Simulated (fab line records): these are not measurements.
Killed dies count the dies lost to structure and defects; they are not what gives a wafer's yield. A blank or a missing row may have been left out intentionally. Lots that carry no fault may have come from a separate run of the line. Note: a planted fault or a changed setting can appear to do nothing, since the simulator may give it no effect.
Matching of chambers ; flow sky130 ; SKY_VIA1_CMP_02 on cmp-01 has 4 sister chambers
The step polishes SiO2. 8 wafers are shown with their chamber, then 7 later ones without.

== EACH WAFER AND ITS CHAMBER ==
wafer;chamber;motorCurrentA (A);headPressurePsi (psi)
L485.6;3;9.9;4.004
L487.6;3;9.5;3.996
L489.2;0;10.9;4.013
L491.2;1;13.5;4.005
L491.3;0;11.5;4.000
L491.6;2;11.9;4.000
L493.1;2;11.3;3.992
L493.3;1;13.1;4.014

== WAFERS WITH NO CHAMBER GIVEN ==
wafer;motorCurrentA (A);headPressurePsi (psi)
L493.6;11.9;3.989
L495.2;11.3;4.005
L495.3;14.0;3.998
L495.5;9.9;3.998
L496.3;11.8;3.991
L496.5;13.3;4.004
L496.6;11.1;4.006

== WHICH CHAMBER EACH ONE RAN IN ==
wafer;from the rows above;in truth
L493.6;can't be placed: 2 or 0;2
L495.2;can't be placed: 0 or 2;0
L495.3;1;1
L495.5;3;3
L496.3;can't be placed: 2 or 0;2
L496.5;1;1
L496.6;can't be placed: 0 or 2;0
Correctly placed: 3 of 7. Cannot be placed on the basis of these rows: 4; the candidates contain the true chamber in 4. Wrongly placed: 0.
How it was worked out, from the rows above alone: a wafer's distance from a chamber is the root of the sum, over the readings, of the square of ((its reading less the chamber's mean) divided by the reading's scatter). If the next closest chamber is less than 2 further off than the closest, the wafer can't be placed; otherwise it belongs to the closest. For every chamber, the mean is computed from those of its wafers that are shown. The scatter is the square root of a quotient: the sum, over the shown wafers, of each reading's squared deviation from its chamber's mean, divided by wafers minus chambers.
